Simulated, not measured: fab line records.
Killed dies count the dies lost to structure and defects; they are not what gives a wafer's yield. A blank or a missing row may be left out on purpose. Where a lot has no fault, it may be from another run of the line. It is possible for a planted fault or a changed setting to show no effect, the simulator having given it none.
Which tool is to blame? :: flow sky130 :: 72 wafers from 24 lots sampled at 5 of the route's 708 steps

## WHAT THE GAUGES SHOWED, per wafer
SKY_CONTACT_BOW_MEAS_05.
lot: L075
measured: day 30 23:57
on: film_metro-03
CONTACT_BOW (um): 87 85 89

lot: L074
measured: day 31 02:41
on: film_metro-01
CONTACT_BOW (um): 79 80 85

lot: L076
measured: day 31 07:43
on: film_metro-04
CONTACT_BOW (um): 86 82 88

lot: L077
measured: day 31 08:41
on: film_metro-01
CONTACT_BOW (um): 74 85 92

lot: L078
measured: day 31 15:08
on: film_metro-03
CONTACT_BOW (um): 82 95 81

lot: L079
measured: day 32 03:44
on: film_metro-03
CONTACT_BOW (um): 75 76 85

lot: L080
measured: day 32 16:20
on: film_metro-04
CONTACT_BOW (um): 80 80 72

lot: L081
measured: day 33 03:21
on: film_metro-01
CONTACT_BOW (um): 88 85 88

lot: L082
measured: day 33 14:50
on: film_metro-04
CONTACT_BOW (um): 73 90 74

lot: L083
measured: day 34 09:19
on: film_metro-01
CONTACT_BOW (um): 87 94 87

lot: L084
measured: day 34 03:13
on: film_metro-04
CONTACT_BOW (um): 74 77 84

lot: L085
measured: day 34 13:22
on: film_metro-04
CONTACT_BOW (um): 87 67 76

lot: L086
measured: day 34 19:07
on: film_metro-03
CONTACT_BOW (um): 83 75 80

lot: L087
measured: day 35 06:13
on: film_metro-03
CONTACT_BOW (um): 83 74 78

lot: L089
measured: day 35 12:23
on: film_metro-04
CONTACT_BOW (um): 74 84 74

lot: L088
measured: day 35 10:50
on: film_metro-03
CONTACT_BOW (um): 88 75 92

lot: L090
measured: day 35 23:56
on: film_metro-01
CONTACT_BOW (um): 79 88 83

lot: L091
measured: day 36 04:16
on: film_metro-01
CONTACT_BOW (um): 96 86 88

lot: L092
measured: day 36 09:17
on: film_metro-01
CONTACT_BOW (um): 84 87 91

lot: L093
measured: day 36 19:32
on: film_metro-04
CONTACT_BOW (um): 92 87 91

lot: L094
measured: day 36 21:24
on: film_metro-01
CONTACT_BOW (um): 78 82 86

lot: L095
measured: day 37 03:03
on: film_metro-03
CONTACT_BOW (um): 77 89 90

lot: L096
measured: day 37 15:27
on: film_metro-01
CONTACT_BOW (um): 79 86 91

lot: L097
measured: day 37 19:35
on: film_metro-01
CONTACT_BOW (um): 79 83 73

## EACH LOT AND THE TOOL THAT RAN IT (in order: tool; ch and the chambers of the sampled wafers; start)
lot: L075
SKY_VT_ADJUST_LVTN_STRIP_09: plasma_asher-04 ch 0,1, day 7 06:08
SKY_SPACER_ETCHBACK_02: rie_diel-01 ch 2,3, day 23 10:10
SKY_LI_CONTACT_CMP_02: cmp-02 ch 1,2, day 28 11:26
SKY_LI_CONTACT_CMP_24: cmp-02 ch 0,1,3, day 29 17:51

lot: L074
SKY_VT_ADJUST_LVTN_STRIP_09: plasma_asher-01 ch 0,1, day 7 07:46
SKY_SPACER_ETCHBACK_02: rie_diel-01 ch 0,1,2, day 23 12:25
SKY_LI_CONTACT_CMP_02: cmp-01 ch 1,2, day 28 14:25
SKY_LI_CONTACT_CMP_24: cmp-01 ch 0,2, day 29 20:25

lot: L076
SKY_VT_ADJUST_LVTN_STRIP_09: plasma_asher-04 ch 1, day 7 10:33
SKY_SPACER_ETCHBACK_02: rie_diel-04 ch 0,1, day 23 18:35
SKY_LI_CONTACT_CMP_02: cmp-02 ch 0,1,3, day 28 19:25
SKY_LI_CONTACT_CMP_24: cmp-01 ch 0,1,2, day 30 01:36

lot: L077
SKY_VT_ADJUST_LVTN_STRIP_09: plasma_asher-01 ch 1, day 7 12:42
SKY_SPACER_ETCHBACK_02: rie_diel-02 ch 0,1, day 23 19:47
SKY_LI_CONTACT_CMP_02: cmp-01 ch 0,3, day 28 20:13
SKY_LI_CONTACT_CMP_24: cmp-02 ch 0,1,2, day 30 02:54

lot: L078
SKY_VT_ADJUST_LVTN_STRIP_09: plasma_asher-02 ch 0,1, day 7 17:17
SKY_SPACER_ETCHBACK_02: rie_diel-02 ch 1,2,3, day 24 02:16
SKY_LI_CONTACT_CMP_02: cmp-02 ch 2,3, day 29 02:43
SKY_LI_CONTACT_CMP_24: cmp-02 ch 0,1, day 30 08:22

lot: L079
SKY_VT_ADJUST_LVTN_STRIP_09: plasma_asher-02 ch 0,1, day 8 03:50
SKY_SPACER_ETCHBACK_02: rie_diel-04 ch 0,1,2, day 24 16:19
SKY_LI_CONTACT_CMP_02: cmp-01 ch 0,3, day 29 16:08
SKY_LI_CONTACT_CMP_24: cmp-01 ch 0,2,3, day 30 21:48

lot: L080
SKY_VT_ADJUST_LVTN_STRIP_09: plasma_asher-01 ch 0,1, day 8 14:08
SKY_SPACER_ETCHBACK_02: rie_diel-04 ch 1,2,3, day 25 04:08
SKY_LI_CONTACT_CMP_02: cmp-01 ch 2,3, day 30 04:22
SKY_LI_CONTACT_CMP_24: cmp-02 ch 1,2,3, day 31 10:17

lot: L081
SKY_VT_ADJUST_LVTN_STRIP_09: plasma_asher-04 ch 0,1, day 8 23:06
SKY_SPACER_ETCHBACK_02: rie_diel-01 ch 2,3, day 25 18:01
SKY_LI_CONTACT_CMP_02: cmp-02 ch 0,1,3, day 30 15:53
SKY_LI_CONTACT_CMP_24: cmp-01 ch 1,2,3, day 31 21:39

lot: L082
SKY_VT_ADJUST_LVTN_STRIP_09: plasma_asher-02 ch 0,1, day 9 09:02
SKY_SPACER_ETCHBACK_02: rie_diel-04 ch 0,2,3, day 26 07:16
SKY_LI_CONTACT_CMP_02: cmp-02 ch 0,2,3, day 31 04:29
SKY_LI_CONTACT_CMP_24: cmp-02 ch 0,2,3, day 32 09:41

lot: L083
SKY_VT_ADJUST_LVTN_STRIP_09: plasma_asher-02 ch 0, day 9 17:17
SKY_SPACER_ETCHBACK_02: rie_diel-01 ch 0,3, day 27 00:29
SKY_LI_CONTACT_CMP_02: cmp-01 ch 0,2, day 31 23:01
SKY_LI_CONTACT_CMP_24: cmp-02 ch 0,2, day 33 04:45

lot: L084
SKY_VT_ADJUST_LVTN_STRIP_09: plasma_asher-02 ch 0,1, day 9 19:11
SKY_SPACER_ETCHBACK_02: rie_diel-04 ch 1,2,3, day 26 21:05
SKY_LI_CONTACT_CMP_02: cmp-02 ch 1,2, day 31 16:55
SKY_LI_CONTACT_CMP_24: cmp-01 ch 2,3, day 32 22:12

lot: L085
SKY_VT_ADJUST_LVTN_STRIP_09: plasma_asher-01 ch 0,1, day 10 06:26
SKY_SPACER_ETCHBACK_02: rie_diel-02 ch 0,1,3, day 27 07:36
SKY_LI_CONTACT_CMP_02: cmp-01 ch 0,1,2, day 32 04:02
SKY_LI_CONTACT_CMP_24: cmp-02 ch 0,2,3, day 33 08:53

lot: L086
SKY_VT_ADJUST_LVTN_STRIP_09: plasma_asher-02 ch 0,1, day 10 08:26
SKY_SPACER_ETCHBACK_02: rie_diel-02 ch 1,2, day 27 12:53
SKY_LI_CONTACT_CMP_02: cmp-01 ch 1,2,3, day 32 10:04
SKY_LI_CONTACT_CMP_24: cmp-02 ch 2,3, day 33 14:56

lot: L087
SKY_VT_ADJUST_LVTN_STRIP_09: plasma_asher-04 ch 0,1, day 10 19:53
SKY_SPACER_ETCHBACK_02: rie_diel-04 ch 1,2, day 28 03:20
SKY_LI_CONTACT_CMP_02: cmp-02 ch 0,3, day 32 21:37
SKY_LI_CONTACT_CMP_24: cmp-01 ch 0,2,3, day 34 02:41

lot: L089
SKY_VT_ADJUST_LVTN_STRIP_09: plasma_asher-02 ch 0,1, day 10 23:26
SKY_SPACER_ETCHBACK_02: rie_diel-04 ch 1,2, day 28 09:03
SKY_LI_CONTACT_CMP_02: cmp-01 ch 2,3, day 33 04:29
SKY_LI_CONTACT_CMP_24: cmp-02 ch 0,1,3, day 34 08:38

lot: L088
SKY_VT_ADJUST_LVTN_STRIP_09: plasma_asher-04 ch 0,1, day 10 23:53
SKY_SPACER_ETCHBACK_02: rie_diel-04 ch 1,2,3, day 28 06:40
SKY_LI_CONTACT_CMP_02: cmp-01 ch 0,2,3, day 33 02:47
SKY_LI_CONTACT_CMP_24: cmp-02 ch 0,2,3, day 34 07:06

lot: L090
SKY_VT_ADJUST_LVTN_STRIP_09: plasma_asher-01 ch 0,1, day 11 08:39
SKY_SPACER_ETCHBACK_02: rie_diel-04 ch 1,2, day 28 19:58
SKY_LI_CONTACT_CMP_02: cmp-02 ch 0,2,3, day 33 16:02
SKY_LI_CONTACT_CMP_24: cmp-02 ch 1,2,3, day 34 20:08

lot: L091
SKY_VT_ADJUST_LVTN_STRIP_09: plasma_asher-04 ch 0,1, day 11 14:56
SKY_SPACER_ETCHBACK_02: rie_diel-02 ch 1,2,3, day 29 02:40
SKY_LI_CONTACT_CMP_02: cmp-01 ch 0,1, day 33 21:22
SKY_LI_CONTACT_CMP_24: cmp-02 ch 0,1,3, day 35 00:53

lot: L092
SKY_VT_ADJUST_LVTN_STRIP_09: plasma_asher-01 ch 0,1, day 11 22:27
SKY_SPACER_ETCHBACK_02: rie_diel-01 ch 0,3, day 29 09:04
SKY_LI_CONTACT_CMP_02: cmp-02 ch 0,3, day 34 02:19
SKY_LI_CONTACT_CMP_24: cmp-02 ch 1,2, day 35 05:37

lot: L093
SKY_VT_ADJUST_LVTN_STRIP_09: plasma_asher-02 ch 0,1, day 12 04:32
SKY_SPACER_ETCHBACK_02: rie_diel-04 ch 2,3, day 29 20:49
SKY_LI_CONTACT_CMP_02: cmp-01 ch 2,3, day 34 12:25
SKY_LI_CONTACT_CMP_24: cmp-01 ch 2,3, day 35 16:04

lot: L094
SKY_VT_ADJUST_LVTN_STRIP_09: plasma_asher-04 ch 0,1, day 12 10:09
SKY_SPACER_ETCHBACK_02: rie_diel-04 ch 0,1,3, day 29 23:04
SKY_LI_CONTACT_CMP_02: cmp-02 ch 0,1, day 34 14:49
SKY_LI_CONTACT_CMP_24: cmp-01 ch 0,1, day 35 18:29

lot: L095
SKY_VT_ADJUST_LVTN_STRIP_09: plasma_asher-01 ch 0,1, day 12 11:56
SKY_SPACER_ETCHBACK_02: rie_diel-02 ch 0,1,2, day 30 02:02
SKY_LI_CONTACT_CMP_02: cmp-01 ch 0,1, day 34 19:35
SKY_LI_CONTACT_CMP_24: cmp-01 ch 1,2, day 35 22:59

lot: L096
SKY_VT_ADJUST_LVTN_STRIP_09: plasma_asher-01 ch 0,1, day 12 19:09
SKY_SPACER_ETCHBACK_02: rie_diel-02 ch 0,1,2, day 30 18:19
SKY_LI_CONTACT_CMP_02: cmp-02 ch 0,1,3, day 35 09:52
SKY_LI_CONTACT_CMP_24: cmp-01 ch 1,2,3, day 36 12:08

lot: L097
SKY_VT_ADJUST_LVTN_STRIP_09: plasma_asher-01 ch 0,1, day 13 02:56
SKY_SPACER_ETCHBACK_02: rie_diel-04 ch 1,2,3, day 30 23:15
SKY_LI_CONTACT_CMP_02: cmp-02 ch 0,1,3, day 35 12:59
SKY_LI_CONTACT_CMP_24: cmp-01 ch 1,2,3, day 36 16:26
- SKY_VT_ADJUST_LVTN_STRIP_09: strips in O2/N2.
- SKY_SPACER_ETCHBACK_02: etches Si3N4 in CH3F/O2, stops on SiO2, time 46.7 s, target depth 45 nm.
- SKY_LI_CONTACT_CMP_02: polishes PSG.
- SKY_LI_CONTACT_CMP_24: polishes, stops on PSG, t overpolish 20 s, target thk 0 nm.

## AS READ BY THE TOOLS THEMSELVES (means over the sampled wafers that have a number; for cases with no such wafer, the mark the record gives instead)
SKY_VT_ADJUST_LVTN_STRIP_09.
lot: L075
tool: plasma_asher-04
drypump_motor_current_A (A): 5.5
oes_product_au (a.u.): 0.725
strip_time_to_endpoint_s (s): 36.97

lot: L074
tool: plasma_asher-01
drypump_motor_current_A (A): 5.5
oes_product_au (a.u.): 0.723
strip_time_to_endpoint_s (s): 36.89

lot: L076
tool: plasma_asher-04
drypump_motor_current_A (A): 5.3
oes_product_au (a.u.): 0.719
strip_time_to_endpoint_s (s): 36.98

lot: L077
tool: plasma_asher-01
drypump_motor_current_A (A): 4.7
oes_product_au (a.u.): 0.723
strip_time_to_endpoint_s (s): 37.02

lot: L078
tool: plasma_asher-02
drypump_motor_current_A (A): 6.0
oes_product_au (a.u.): 0.722
strip_time_to_endpoint_s (s): 36.89

lot: L079
tool: plasma_asher-02
drypump_motor_current_A (A): 5.9
oes_product_au (a.u.): 0.724
strip_time_to_endpoint_s (s): 37.07

lot: L080
tool: plasma_asher-01
drypump_motor_current_A (A): 5.5
oes_product_au (a.u.): 0.721
strip_time_to_endpoint_s (s): 36.79

lot: L081
tool: plasma_asher-04
drypump_motor_current_A (A): 5.4
oes_product_au (a.u.): 0.722
strip_time_to_endpoint_s (s): 36.80

lot: L082
tool: plasma_asher-02
drypump_motor_current_A (A): 5.9
oes_product_au (a.u.): 0.721
strip_time_to_endpoint_s (s): 36.96

lot: L083
tool: plasma_asher-02
drypump_motor_current_A (A): 6.1
oes_product_au (a.u.): 0.719
strip_time_to_endpoint_s (s): 36.97

lot: L084
tool: plasma_asher-02
drypump_motor_current_A (A): 6.0
oes_product_au (a.u.): 0.718
strip_time_to_endpoint_s (s): 36.87

lot: L085
tool: plasma_asher-01
drypump_motor_current_A (A): 5.5
oes_product_au (a.u.): 0.722
strip_time_to_endpoint_s (s): 36.85

lot: L086
tool: plasma_asher-02
drypump_motor_current_A (A): 6.0
oes_product_au (a.u.): 0.726
strip_time_to_endpoint_s (s): 36.94

lot: L087
tool: plasma_asher-04
drypump_motor_current_A (A): 5.4
oes_product_au (a.u.): 0.727
strip_time_to_endpoint_s (s): 36.97

lot: L089
tool: plasma_asher-02
drypump_motor_current_A (A): 5.9
oes_product_au (a.u.): 0.721
strip_time_to_endpoint_s (s): 36.96

lot: L088
tool: plasma_asher-04
drypump_motor_current_A (A): 5.4
oes_product_au (a.u.): 0.724
strip_time_to_endpoint_s (s): 37.01

lot: L090
tool: plasma_asher-01
drypump_motor_current_A (A): 5.1
oes_product_au (a.u.): 0.725
strip_time_to_endpoint_s (s): 36.92

lot: L091
tool: plasma_asher-04
drypump_motor_current_A (A): 5.4
oes_product_au (a.u.): 0.722
strip_time_to_endpoint_s (s): 36.94

lot: L092
tool: plasma_asher-01
drypump_motor_current_A (A): 5.5
oes_product_au (a.u.): 0.723
strip_time_to_endpoint_s (s): 36.83

lot: L093
tool: plasma_asher-02
drypump_motor_current_A (A): 5.9
oes_product_au (a.u.): 0.726
strip_time_to_endpoint_s (s): 36.90

lot: L094
tool: plasma_asher-04
drypump_motor_current_A (A): 5.4
oes_product_au (a.u.): 0.727
strip_time_to_endpoint_s (s): 37.04

lot: L095
tool: plasma_asher-01
drypump_motor_current_A (A): 5.1
oes_product_au (a.u.): 0.724
strip_time_to_endpoint_s (s): 37.04

lot: L096
tool: plasma_asher-01
drypump_motor_current_A (A): 5.5
oes_product_au (a.u.): 0.722
strip_time_to_endpoint_s (s): 37.07

lot: L097
tool: plasma_asher-01
drypump_motor_current_A (A): 5.2
oes_product_au (a.u.): 0.723
strip_time_to_endpoint_s (s): 37.03

SKY_SPACER_ETCHBACK_02.
lot: L075
tool: rie_diel-01
drypump_motor_current_A (A): 5.7
oes_product_au (a.u.): 0.845
throttle_valve_pct (%): 10.571

lot: L074
tool: rie_diel-01
drypump_motor_current_A (A): 5.6
oes_product_au (a.u.): 0.850
throttle_valve_pct (%): 10.559

lot: L076
tool: rie_diel-04
drypump_motor_current_A (A): 5.6
oes_product_au (a.u.): 0.854
throttle_valve_pct (%): 10.560

lot: L077
tool: rie_diel-02
drypump_motor_current_A (A): 6.1
oes_product_au (a.u.): 0.848
throttle_valve_pct (%): 10.555

lot: L078
tool: rie_diel-02
drypump_motor_current_A (A): 6.1
oes_product_au (a.u.): 0.857
throttle_valve_pct (%): 10.554

lot: L079
tool: rie_diel-04
drypump_motor_current_A (A): 5.5
oes_product_au (a.u.): 0.851
throttle_valve_pct (%): 10.564

lot: L080
tool: rie_diel-04
drypump_motor_current_A (A): 5.9
oes_product_au (a.u.): 0.854
throttle_valve_pct (%): 10.560

lot: L081
tool: rie_diel-01
drypump_motor_current_A (A): 5.7
oes_product_au (a.u.): 0.856
throttle_valve_pct (%): 10.558

lot: L082
tool: rie_diel-04
drypump_motor_current_A (A): 5.9
oes_product_au (a.u.): 0.855
throttle_valve_pct (%): 10.560

lot: L083
tool: rie_diel-01
drypump_motor_current_A (A): 5.9
oes_product_au (a.u.): 0.852
throttle_valve_pct (%): 10.554

lot: L084
tool: rie_diel-04
drypump_motor_current_A (A): 5.9
oes_product_au (a.u.): 0.853
throttle_valve_pct (%): 10.573

lot: L085
tool: rie_diel-02
drypump_motor_current_A (A): 6.0
oes_product_au (a.u.): 0.848
throttle_valve_pct (%): 10.565

lot: L086
tool: rie_diel-02
drypump_motor_current_A (A): 6.2
oes_product_au (a.u.): 0.860
throttle_valve_pct (%): 10.563

lot: L087
tool: rie_diel-04
drypump_motor_current_A (A): 5.6
oes_product_au (a.u.): 0.860
throttle_valve_pct (%): 10.558

lot: L089
tool: rie_diel-04
drypump_motor_current_A (A): 5.6
oes_product_au (a.u.): 0.856
throttle_valve_pct (%): 10.561

lot: L088
tool: rie_diel-04
drypump_motor_current_A (A): 5.9
oes_product_au (a.u.): 0.862
throttle_valve_pct (%): 10.565

lot: L090
tool: rie_diel-04
drypump_motor_current_A (A): 5.5
oes_product_au (a.u.): 0.855
throttle_valve_pct (%): 10.562

lot: L091
tool: rie_diel-02
drypump_motor_current_A (A): 6.1
oes_product_au (a.u.): 0.853
throttle_valve_pct (%): 10.559

lot: L092
tool: rie_diel-01
drypump_motor_current_A (A): 6.0
oes_product_au (a.u.): 0.847
throttle_valve_pct (%): 10.559

lot: L093
tool: rie_diel-04
drypump_motor_current_A (A): 6.3
oes_product_au (a.u.): 0.851
throttle_valve_pct (%): 10.567

lot: L094
tool: rie_diel-04
drypump_motor_current_A (A): 5.9
oes_product_au (a.u.): 0.855
throttle_valve_pct (%): 10.563

lot: L095
tool: rie_diel-02
drypump_motor_current_A (A): 6.0
oes_product_au (a.u.): 0.852
throttle_valve_pct (%): 10.551

lot: L096
tool: rie_diel-02
drypump_motor_current_A (A): 6.0
oes_product_au (a.u.): 0.865
throttle_valve_pct (%): 10.559

lot: L097
tool: rie_diel-04
drypump_motor_current_A (A): 5.9
oes_product_au (a.u.): 0.862
throttle_valve_pct (%): 10.568

SKY_LI_CONTACT_CMP_02.
lot: L075
tool: cmp-02
motor_current_A (A): 13.9
slurry_flow_ml_min: 150.3
time_to_endpoint_s (s): 35.7

lot: L074
tool: cmp-01
motor_current_A (A): 13.6
slurry_flow_ml_min: 149.7
time_to_endpoint_s (s): 30.1

lot: L076
tool: cmp-02
motor_current_A (A): 12.6
slurry_flow_ml_min: 149.6
time_to_endpoint_s (s): 36.6

lot: L077
tool: cmp-01
motor_current_A (A): 11.7
slurry_flow_ml_min: 150.1
time_to_endpoint_s (s): 36.4

lot: L078
tool: cmp-02
motor_current_A (A): 11.6
slurry_flow_ml_min: 149.9
time_to_endpoint_s (s): 36.3

lot: L079
tool: cmp-01
motor_current_A (A): 11.8
slurry_flow_ml_min: 150.1
time_to_endpoint_s (s): 30.0

lot: L080
tool: cmp-01
motor_current_A (A): 12.5
slurry_flow_ml_min: 149.8
time_to_endpoint_s (s): 35.6

lot: L081
tool: cmp-02
motor_current_A (A): 12.8
slurry_flow_ml_min: 150.0
time_to_endpoint_s (s): 33.1

lot: L082
tool: cmp-02
motor_current_A (A): 11.3
slurry_flow_ml_min: 150.4
time_to_endpoint_s (s): 33.7

lot: L083
tool: cmp-01
motor_current_A (A): 12.8
slurry_flow_ml_min: 149.8
time_to_endpoint_s (s): 31.9

lot: L084
tool: cmp-02
motor_current_A (A): 13.9
slurry_flow_ml_min: 149.4
time_to_endpoint_s (s): 29.3

lot: L085
tool: cmp-01
motor_current_A (A): 12.2
slurry_flow_ml_min: 149.5
time_to_endpoint_s (s): 29.6

lot: L086
tool: cmp-01
motor_current_A (A): 12.2
slurry_flow_ml_min: 149.6
time_to_endpoint_s (s): 29.3

lot: L087
tool: cmp-02
motor_current_A (A): 11.7
slurry_flow_ml_min: 150.1
time_to_endpoint_s (s): 31.9

lot: L089
tool: cmp-01
motor_current_A (A): 12.4
slurry_flow_ml_min: 150.3
time_to_endpoint_s (s): 33.9

lot: L088
tool: cmp-01
motor_current_A (A): 12.4
slurry_flow_ml_min: 149.9
time_to_endpoint_s (s): 33.0

lot: L090
tool: cmp-02
motor_current_A (A): 11.4
slurry_flow_ml_min: 150.0
time_to_endpoint_s (s): 33.5

lot: L091
tool: cmp-01
motor_current_A (A): 12.4
slurry_flow_ml_min: 150.0
time_to_endpoint_s (s): 29.7

lot: L092
tool: cmp-02
motor_current_A (A): 11.7
slurry_flow_ml_min: 150.2
time_to_endpoint_s (s): 32.9

lot: L093
tool: cmp-01
motor_current_A (A): 11.9
slurry_flow_ml_min: 150.0
time_to_endpoint_s (s): 32.9

lot: L094
tool: cmp-02
motor_current_A (A): 14.2
slurry_flow_ml_min: 150.0
time_to_endpoint_s (s): 33.7

lot: L095
tool: cmp-01
motor_current_A (A): 12.7
slurry_flow_ml_min: 150.2
time_to_endpoint_s (s): 30.4

lot: L096
tool: cmp-02
motor_current_A (A): 12.8
slurry_flow_ml_min: 150.4
time_to_endpoint_s (s): 32.0

lot: L097
tool: cmp-02
motor_current_A (A): 12.6
slurry_flow_ml_min: 150.4
time_to_endpoint_s (s): 31.4

SKY_LI_CONTACT_CMP_24.
lot: L075
tool: cmp-02
motor_current_A (A): 11.8
overpolish_run_s (s): 19.984
slurry_flow_ml_min: 149.7
time_to_endpoint_s (s): 99

lot: L074
tool: cmp-01
motor_current_A (A): 12.1
overpolish_run_s (s): 20.000
slurry_flow_ml_min: 149.7
time_to_endpoint_s (s): 95

lot: L076
tool: cmp-01
motor_current_A (A): 11.7
overpolish_run_s (s): 19.997
slurry_flow_ml_min: 150.1
time_to_endpoint_s (s): 94

lot: L077
tool: cmp-02
motor_current_A (A): 11.3
overpolish_run_s (s): 20.006
slurry_flow_ml_min: 149.9
time_to_endpoint_s (s): 99

lot: L078
tool: cmp-02
motor_current_A (A): 12.2
overpolish_run_s (s): 19.989
slurry_flow_ml_min: 150.0
time_to_endpoint_s (s): 97

lot: L079
tool: cmp-01
motor_current_A (A): 11.2
overpolish_run_s (s): 19.998
slurry_flow_ml_min: 149.9
time_to_endpoint_s (s): 97

lot: L080
tool: cmp-02
motor_current_A (A): 11.5
overpolish_run_s (s): 20.003
slurry_flow_ml_min: 150.3
time_to_endpoint_s (s): 99

lot: L081
tool: cmp-01
motor_current_A (A): 11.6
overpolish_run_s (s): 20.003
slurry_flow_ml_min: 149.5
time_to_endpoint_s (s): 95

lot: L082
tool: cmp-02
motor_current_A (A): 10.6
overpolish_run_s (s): 19.996
slurry_flow_ml_min: 149.8
time_to_endpoint_s (s): 97

lot: L083
tool: cmp-02
motor_current_A (A): 10.7
overpolish_run_s (s): 19.994
slurry_flow_ml_min: 150.0
time_to_endpoint_s (s): 98

lot: L084
tool: cmp-01
motor_current_A (A): 11.1
overpolish_run_s (s): 19.996
slurry_flow_ml_min: 150.3
time_to_endpoint_s (s): 95

lot: L085
tool: cmp-02
motor_current_A (A): 10.4
overpolish_run_s (s): 19.999
slurry_flow_ml_min: 150.6
time_to_endpoint_s (s): 96

lot: L086
tool: cmp-02
motor_current_A (A): 10.7
overpolish_run_s (s): 20.009
slurry_flow_ml_min: 150.1
time_to_endpoint_s (s): 96

lot: L087
tool: cmp-01
motor_current_A (A): 11.2
overpolish_run_s (s): 19.999
slurry_flow_ml_min: 150.0
time_to_endpoint_s (s): 95

lot: L089
tool: cmp-02
motor_current_A (A): 11.6
overpolish_run_s (s): 20.006
slurry_flow_ml_min: 149.4
time_to_endpoint_s (s): 92

lot: L088
tool: cmp-02
motor_current_A (A): 10.4
overpolish_run_s (s): 20.006
slurry_flow_ml_min: 150.4
time_to_endpoint_s (s): 97

lot: L090
tool: cmp-02
motor_current_A (A): 11.6
overpolish_run_s (s): 19.996
slurry_flow_ml_min: 149.9
time_to_endpoint_s (s): 96

lot: L091
tool: cmp-02
motor_current_A (A): 12.2
overpolish_run_s (s): 20.003
slurry_flow_ml_min: 149.7
time_to_endpoint_s (s): 97

lot: L092
tool: cmp-02
motor_current_A (A): 13.2
overpolish_run_s (s): 19.994
slurry_flow_ml_min: 149.2
time_to_endpoint_s (s): 98

lot: L093
tool: cmp-01
motor_current_A (A): 11.8
overpolish_run_s (s): 19.998
slurry_flow_ml_min: 150.2
time_to_endpoint_s (s): 95

lot: L094
tool: cmp-01
motor_current_A (A): 10.8
overpolish_run_s (s): 19.999
slurry_flow_ml_min: 149.6
time_to_endpoint_s (s): 91

lot: L095
tool: cmp-01
motor_current_A (A): 11.6
overpolish_run_s (s): 20.009
slurry_flow_ml_min: 150.0
time_to_endpoint_s (s): 91

lot: L096
tool: cmp-01
motor_current_A (A): 11.5
overpolish_run_s (s): 19.992
slurry_flow_ml_min: 149.6
time_to_endpoint_s (s): 90

lot: L097
tool: cmp-01
motor_current_A (A): 11.2
overpolish_run_s (s): 19.995
slurry_flow_ml_min: 150.0
time_to_endpoint_s (s): 91

## THE ANSWER, worked out from the rows above alone
Rule: what is usual is taken from the lots themselves. Put in order of their means at a reading, lots are off if they are a third of the lots or fewer, leave a main group of 4 or more, and stand apart from it by a gap of 3 or more times the standard deviation of the main group's means; of several such gaps the widest counts. The tables above print the reading to a certain number of digits; a main group whose means all agree to those digits is not used. Also off: a lot with no number at a reading for which 4 or more lots have one. The other lots that the step has rows for count as sound. Order of review: gauges by route order, followed by the tools' own readings, for which a lot's mean as printed above is used. At the first step where some lot is off, the reading lying furthest off is the one used; lots without a number count as furthest.
None of the lots is off at any reading shown; this tells nothing.

## WHAT THE SIMULATOR HAD INSERTED
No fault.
